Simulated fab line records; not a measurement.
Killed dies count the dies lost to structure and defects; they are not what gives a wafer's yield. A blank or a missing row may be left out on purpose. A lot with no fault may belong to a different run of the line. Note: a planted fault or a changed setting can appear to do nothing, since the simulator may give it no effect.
Which tool did it? | flow sky130 | 10 lots with 30 wafers sampled at 6 steps, on a route of 708 steps

== WHAT THE GAUGES READ, wafer by wafer ==
SKY_METAL1_RS_MEAS_05: measurement is done with a four-point probe. Usual: METAL1_ALCU_RS typically reads 0.1264 ohm/sq, with standard deviation 0.0017.
lot  | measured     | on            | METAL1_ALCU_RS (ohm/sq) | flag
L706 | day 32 02:28 | film_metro-04 | 0.1251 0.1270 0.1240    |
L707 | day 32 10:20 | film_metro-03 | 0.1274 0.1243 0.1266    |
L713 | day 34 10:19 | film_metro-01 | 8.7389 8.6995 8.6263    | OFF
L714 | day 34 16:07 | film_metro-04 | 8.8231 8.8031 8.7895    | OFF
L715 | day 34 22:34 | film_metro-01 | 8.5660 8.6491 8.5899    | OFF
L717 | day 35 10:11 | film_metro-01 | 0.1268 0.1259 0.1245    |
L718 | day 37 05:49 | film_metro-03 | 0.1263 0.1256 0.1227    |
L721 | day 37 06:31 | film_metro-03 | 0.1255 0.1254 0.1217    |
L726 | day 38 10:42 | film_metro-04 | 0.1243 0.1278 0.1298    |
L727 | day 38 17:21 | film_metro-04 | 0.1233 0.1263 0.1269    |

SKY_METAL1_THK_MEAS_06: measures by xrf. Usual: METAL1_ALCU_THK typically reads 246 nm, with standard deviation 3.5.
lot  | measured     | on            | METAL1_ALCU_THK (nm) | flag
L706 | day 32 02:35 | film_metro-04 | 248 245 251          |
L707 | day 32 10:28 | film_metro-03 | 243 248 245          |
L713 | day 34 10:25 | film_metro-01 | <1 <1 <1             | OFF
L714 | day 34 16:13 | film_metro-04 | <0 <0 <0             | OFF
L715 | day 34 22:39 | film_metro-01 | <1 <1 <1             | OFF
L717 | day 35 10:19 | film_metro-01 | 245 245 248          |
L718 | day 37 05:56 | film_metro-03 | 246 248 255          |
L721 | day 37 06:38 | film_metro-03 | 249 247 255          |
L726 | day 38 10:49 | film_metro-04 | 250 242 242          |
L727 | day 38 17:26 | film_metro-04 | 251 246 243          |

SKY_METAL1_CD_MEAS_15 targets a cd of 140 nm. Usual: cd_nm 139.9 nm, standard deviation 1.4.
lot  | measured     | on        | cd_nm (nm)        | flag
L706 | day 33 05:19 | cd_sem-01 | 140.9 142.8 141.1 |
L707 | day 33 12:37 | cd_sem-01 | 140.1 138.9 141.0 |
L713 | day 35 13:24 | cd_sem-02 | 137.6 137.2 137.4 |
L714 | day 35 18:38 | cd_sem-02 | 137.6 138.6 137.5 |
L715 | day 36 01:10 | cd_sem-02 | 138.3 138.1 139.4 |
L717 | day 36 12:16 | cd_sem-02 | 139.5 138.1 138.6 |
L718 | day 38 07:43 | cd_sem-02 | 141.0 139.9 140.6 |
L721 | day 38 08:07 | cd_sem-01 | 140.3 141.4 140.6 |
L726 | day 39 11:53 | cd_sem-02 | 142.8 140.4 142.2 |
L727 | day 39 18:22 | cd_sem-01 | 140.9 142.0 141.2 |

== EACH LOT AND THE TOOL THAT RAN IT (in order: tool; ch and the chambers of the sampled wafers; start) ==
lot  | SKY_LOCAL_INTERCONNECT_STRIP_15      | SKY_METAL1_SPUTTER_02        | SKY_METAL1_SPUTTER_04
L706 | plasma_asher-02 ch 0,1, day 30 19:38 | pvd_sputter-04, day 32 02:22 | pvd_sputter-04, day 32 02:25
L707 | plasma_asher-02 ch 0, day 31 04:17   | pvd_sputter-04, day 32 10:14 | pvd_sputter-04, day 32 10:17
L713 | plasma_asher-02 ch 0,1, day 33 04:18 | pvd_sputter-04, day 34 10:11 | pvd_sputter-04, day 34 10:14
L714 | plasma_asher-04 ch 0,1, day 33 10:50 | pvd_sputter-04, day 34 16:00 | pvd_sputter-04, day 34 16:02
L715 | plasma_asher-03 ch 0,1, day 33 17:36 | pvd_sputter-04, day 34 22:25 | pvd_sputter-04, day 34 22:27
L717 | plasma_asher-02 ch 0,1, day 34 04:41 | pvd_sputter-04, day 35 10:06 | pvd_sputter-04, day 35 10:08
L718 | plasma_asher-03 ch 0,1, day 36 00:26 | pvd_sputter-04, day 37 05:44 | pvd_sputter-04, day 37 05:46
L721 | plasma_asher-04 ch 0,1, day 36 00:58 | pvd_sputter-04, day 37 06:26 | pvd_sputter-04, day 37 06:28
L726 | plasma_asher-03 ch 0,1, day 37 05:49 | pvd_sputter-02, day 38 10:35 | pvd_sputter-02, day 38 10:38
L727 | plasma_asher-02 ch 0,1, day 37 12:23 | pvd_sputter-02, day 38 17:13 | pvd_sputter-02, day 38 17:16
- SKY_LOCAL_INTERCONNECT_STRIP_15: strips in O2/N2.
- SKY_METAL1_SPUTTER_02: material AlCu, target thk 250 nm, time 13.3 s.
- SKY_METAL1_SPUTTER_04: material TiN, target thk 70 nm, time 58.3 s.

== AS READ BY THE TOOLS THEMSELVES (means over the sampled wafers that have a number; for cases with no such wafer, the mark the record gives instead) ==
SKY_LOCAL_INTERCONNECT_STRIP_15. Usual: drypump_motor_current_A 6.0 A, standard deviation 0.47; n2_flow_sccm 299.9 sccm, standard deviation 0.89; oes_product_au 0.427 a.u., standard deviation 0.0051; strip_time_to_endpoint_s 4.731 s, standard deviation 0.027.
lot  | tool            | drypump_motor_current_A (A) | n2_flow_sccm (sccm) | oes_product_au (a.u.) | strip_time_to_endpoint_s (s) | flag
L706 | plasma_asher-02 | 6.1                         | 300.6               | 0.425                 | 4.730                        |
L707 | plasma_asher-02 | 6.8                         | 298.6               | 0.429                 | 4.787                        |
L713 | plasma_asher-02 | 6.1                         | 299.1               | 0.426                 | 4.722                        |
L714 | plasma_asher-04 | 5.6                         | 300.7               | 0.427                 | 4.716                        |
L715 | plasma_asher-03 | 5.7                         | 299.8               | 0.437                 | 4.758                        |
L717 | plasma_asher-02 | 6.1                         | 300.2               | 0.428                 | 4.727                        |
L718 | plasma_asher-03 | 5.7                         | 300.1               | 0.426                 | 4.742                        |
L721 | plasma_asher-04 | 5.7                         | 299.2               | 0.433                 | 4.714                        |
L726 | plasma_asher-03 | 5.7                         | 300.1               | 0.421                 | 4.742                        |
L727 | plasma_asher-02 | 6.5                         | 299.6               | 0.423                 | 4.691                        |

SKY_METAL1_SPUTTER_02. Usual: cathode_dc_power_W 10600 W, standard deviation 1.9; chamber_pressure_pa 0.4000 Pa, standard deviation 0.00081; throttle_valve_pct 29.6 %, standard deviation 0.68.
lot  | tool           | cathode_dc_power_W (W) | chamber_pressure_pa (Pa) | throttle_valve_pct (%) | flag
L706 | pvd_sputter-04 | 10601                  | 0.3999                   | 29.5                   |
L707 | pvd_sputter-04 | 10601                  | 0.3999                   | 29.6                   |
L713 | pvd_sputter-04 | -                      | -                        | -                      | OFF
L714 | pvd_sputter-04 | -                      | -                        | -                      | OFF
L715 | pvd_sputter-04 | -                      | -                        | -                      | OFF
L717 | pvd_sputter-04 | 10601                  | 0.4004                   | 29.3                   |
L718 | pvd_sputter-04 | 10600                  | 0.4004                   | 29.6                   |
L721 | pvd_sputter-04 | 10602                  | 0.4005                   | 29.6                   |
L726 | pvd_sputter-02 | 10599                  | 0.4001                   | 30.6                   |
L727 | pvd_sputter-02 | 10600                  | 0.3997                   | 30.2                   |

SKY_METAL1_SPUTTER_04. Usual: cathode_dc_power_W 6499.9 W, standard deviation 1.2; chamber_pressure_pa 0.4001 Pa, standard deviation 0.00075; throttle_valve_pct 29.6 %, standard deviation 0.68.
lot  | tool           | cathode_dc_power_W (W) | chamber_pressure_pa (Pa) | throttle_valve_pct (%) | flag
L706 | pvd_sputter-04 | 6499.7                 | 0.4000                   | 29.5                   |
L707 | pvd_sputter-04 | 6500.3                 | 0.4000                   | 29.4                   |
L713 | pvd_sputter-04 | 6500.1                 | 0.4003                   | 29.4                   |
L714 | pvd_sputter-04 | 6500.5                 | 0.4005                   | 29.1                   |
L715 | pvd_sputter-04 | 6499.8                 | 0.4004                   | 29.4                   |
L717 | pvd_sputter-04 | 6499.9                 | 0.3992                   | 29.1                   |
L718 | pvd_sputter-04 | 6499.9                 | 0.4000                   | 29.5                   |
L721 | pvd_sputter-04 | 6499.2                 | 0.4002                   | 29.5                   |
L726 | pvd_sputter-02 | 6500.7                 | 0.4001                   | 30.7                   |
L727 | pvd_sputter-02 | 6499.4                 | 0.4000                   | 29.8                   |

== THE ANSWER, worked out from the rows above alone ==
Rule: a lot counts as off when the mean over its wafers that have a number is more than 3 standard deviations away from the usual mean. Also off: a lot with no number at a reading for which 4 or more lots have one. The other lots that the step has rows for count as sound. Order of review: gauges by route order, followed by the tools' own readings, for which a lot's mean as printed above is used. The first step at which some lot is off is used, and at that step the reading that is off furthest; a lot without a number counts as furthest.
Off: at SKY_METAL1_RS_MEAS_05 (METAL1_ALCU_RS), L713, L714, L715.
A tool fits if, at a process step before that reading, it ran every lot that is off, and no sound lot after the first of them. The gauges at SKY_METAL1_RS_MEAS_05 aren't tried: what is off there is off at SKY_METAL1_SPUTTER_02 too, on other tools, and a gauge's error can't cause that. Not one of the candidates tried fits.

== WHAT THE SIMULATOR HAD PUT IN ==
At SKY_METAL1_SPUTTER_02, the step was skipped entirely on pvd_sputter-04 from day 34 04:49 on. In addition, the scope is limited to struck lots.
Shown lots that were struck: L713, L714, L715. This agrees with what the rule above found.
